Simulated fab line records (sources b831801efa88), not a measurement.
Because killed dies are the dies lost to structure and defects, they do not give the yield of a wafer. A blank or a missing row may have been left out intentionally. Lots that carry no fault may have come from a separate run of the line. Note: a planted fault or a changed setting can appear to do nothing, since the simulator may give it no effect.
Problem report, 8D (eight disciplines) form, completed by code || flow sky130 || the parts of the form that need people (team, actions taken, sign-off) are left out

1. PROBLEM STATEMENT
Mean SD_P_RS at SKY_SD_N_RS_MEAS_17: 150.9 ohm/sq over 6 wafers in 2 lots; fault-free wafers: 147.1 ohm/sq, standard deviation 0.39. Relative to the usual mean, that is a shift of +9.7 standard deviations.
The step: measures by four-point-probe.
First seen on wafer L867.2, day 32 22:44, on film_metro-04. The record has a number at this step for 39 wafers belonging to 13 lots. Rule for "out", or "out of limits": more than 4 standard deviations from the usual mean. The rest of the wafers with a number are treated as sound.

2. WHAT IT IS, WHAT IT ISN'T
{"question": "which readings at this step", "is": "SD_P_RS", "is not": "-"}
{"question": "which lots", "is": "L867, L868", "is not": "L856, L857, L859, L861, L864, L866, L872, L873, L874, L875, L876"}
{"question": "which wafers of those lots", "is": "all that have a number", "is not": "-"}
{"question": "read on which gauges", "is": "film_metro-04", "is not": "film_metro-01, film_metro-03"}
{"question": "when", "is": "from day 32 22:44", "is not": "up to then (18 sound wafers); but 15 sound wafers of L872, L873, L874, L875, L876 came after"}

3. THE SUSPECTS, EACH WITH WHAT RULES IT OUT
Counting: a tool at a process step up to the reading stays a suspect if it ran every lot that is out and no sound lot after the first of them.
- ruled out: the gauge at SKY_SD_N_RS_MEAS_17. All the wafers that are out were read on film_metro-04, but those of them that SKY_SD_P_IMPLANT_09 has rows for are out there too, on other tools.
- implanter-04 at SKY_SD_P_IMPLANT_09: kept. All lots that are out passed through it, beginning with L867 at day 30 15:52, and no sound lot followed; its final sound lot before that point was L866 at day 30 14:49. Its own readings are out on those wafers: dose_ions_cm2.
After counting, what remains is implanter-04 at SKY_SD_P_IMPLANT_09.

4. THE CAUSE (what the simulator had put in)
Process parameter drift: implanter-04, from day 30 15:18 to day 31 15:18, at SKY_SD_P_IMPLANT_09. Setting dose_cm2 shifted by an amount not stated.
The count eliminated every tool but this one.

5. THE CHAIN OF EFFECTS, in route order
Each row: a reading where the mean over the struck wafers with a number is more than 3 standard deviations away from the usual. Scope: only readings with a usual standard deviation given in the record; hours: median across lots of the time from each lot's start at the first step in this table that gives one to its start at this step; sigmas: change in usual standard deviations.
{"hours": 0, "step": "SKY_SD_P_IMPLANT_09", "reading": "dose_ions_cm2", "usual": 2.9997e+15, "on struck wafers": 2.3230e+15, "change": -6.7672e+14, "sigmas": "-99 or more"}
{"hours": 0, "step": "SKY_SD_P_STRIP_10", "reading": "strip_time_to_endpoint_s", "usual": "17.48 s", "on struck wafers": 16.95, "change": -0.53, "sigmas": -14}
{"hours": 55, "step": "SKY_SD_N_RS_MEAS_17", "reading": "SD_P_RS", "usual": "147.1 ohm/sq", "on struck wafers": 150.9, "change": "+3.8", "sigmas": "+9.7"}
Its process steps:
- SKY_SD_P_IMPLANT_09
- SKY_SD_P_STRIP_10: strips in O2/N2.

6. HOW IT WOULD HAVE BEEN CAUGHT EARLIER
The first out-of-limits reading at a measuring or inspecting step in this record came at day 32 22:44, 55 hours after the fault's start at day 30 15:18.
The tool's own readings at SKY_SD_P_IMPLANT_09 were out on every struck wafer that the step has a row for (dose_ions_cm2): an alarm limit on them would have fired on the first of those.
By day 32 22:44, every lot that is out (2) had started SKY_SD_P_IMPLANT_09 on implanter-04. A hold on the tool at that time would have spared none of them.
